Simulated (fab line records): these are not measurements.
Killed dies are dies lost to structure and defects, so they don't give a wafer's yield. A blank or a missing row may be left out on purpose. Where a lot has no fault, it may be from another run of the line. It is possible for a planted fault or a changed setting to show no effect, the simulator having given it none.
Which tool is to blame? ; flow sfq_line ; 21 wafers from 7 lots sampled at 5 of the route's 325 steps

WHAT EACH GAUGE READ, for each wafer
SFQ_M6_RS_MEAS_938: uses a four-point probe to measure.
lot;measured;on;M6_NB_RS (ohm/sq)
L779;day 57 14:32;film_metro-02;0.895 0.887 0.882
L781;day 57 22:52;film_metro-04;0.905 0.906 0.907
L787;day 60 01:42;film_metro-02;0.912 0.921 0.924
L791;day 61 19:05;film_metro-04;0.884 0.894 0.882
L794;day 62 14:52;film_metro-04;0.899 0.891 0.901
L798;day 63 14:22;film_metro-02;0.878 0.881 0.882
L801;day 64 04:10;film_metro-02;0.888 0.896 0.890

TOOL THAT RAN EACH LOT (tool first, then ch and the chambers of the sampled wafers, then the start)
lot;SFQ_TRILAYER_A5B_CMP_CMP_130;SFQ_TRILAYER_A5B_METRO_MEASURE_131;SFQ_TRILAYER_I5_BARC_OPEN_VIA_ETCH_200;SFQ_TRILAYER_M6_DEP_SPUTTER_157
L779;cmp-01 ch 0,3, day 47 20:06;film_metro-02, day 47 22:48;rie_diel-01 ch 0,2, day 52 18:22;pvd_sputter-05, day 57 14:26
L781;cmp-01 ch 0,1,2, day 48 02:36;film_metro-02, day 48 04:36;rie_diel-03 ch 2,3, day 53 01:34;pvd_sputter-03, day 57 22:47
L787;cmp-02 ch 0,1,2, day 49 19:00;film_metro-04, day 49 21:00;rie_diel-01 ch 0,2,3, day 55 07:44;pvd_sputter-05, day 60 01:37
L791;cmp-01 ch 0,1,3, day 51 11:06;film_metro-02, day 51 13:48;rie_diel-03 ch 2,3, day 57 10:41;pvd_sputter-05, day 61 18:58
L794;cmp-01 ch 1,2,3, day 51 22:36;film_metro-04, day 52 01:48;rie_diel-02 ch 0,2,3, day 58 05:59;pvd_sputter-05, day 62 14:46
L798;cmp-01 ch 0,2, day 52 16:36;film_metro-03, day 52 19:48;rie_diel-01 ch 1,3, day 59 03:35;pvd_sputter-05, day 63 14:16
L801;cmp-01 ch 2,3, day 53 08:06;film_metro-04, day 53 10:48;rie_diel-03 ch 0,2,3, day 59 15:35;pvd_sputter-04, day 64 04:04
- SFQ_TRILAYER_A5B_CMP_CMP_130: polishes, stops on Nb, target thk 340.7 nm.
- SFQ_TRILAYER_A5B_METRO_MEASURE_131
- SFQ_TRILAYER_I5_BARC_OPEN_VIA_ETCH_200: etches BARC in O2, target depth 125 nm, time 41.7 s.
- SFQ_TRILAYER_M6_DEP_SPUTTER_157: material Nb, target thk 200 nm, time 133.3 s.

THE ANSWER, worked out from the rows above alone
Rule: the lots themselves supply what counts as usual. Put in order of their means at a reading, lots are off if they are a third of the lots or fewer, leave a main group of 4 or more, and stand apart from it by a gap of 3 or more times the standard deviation of the main group's means; of several such gaps the widest counts. A main group is skipped when, at the precision printed for the reading in the tables above, its means are all equal. Also off: a lot with no number at a reading for which 4 or more lots have one. Where the step has rows for the other lots, those lots are counted as sound.
Across all readings shown, no lot is off: no conclusion can be drawn from this.

WHAT THE SIMULATOR HAD PUT IN
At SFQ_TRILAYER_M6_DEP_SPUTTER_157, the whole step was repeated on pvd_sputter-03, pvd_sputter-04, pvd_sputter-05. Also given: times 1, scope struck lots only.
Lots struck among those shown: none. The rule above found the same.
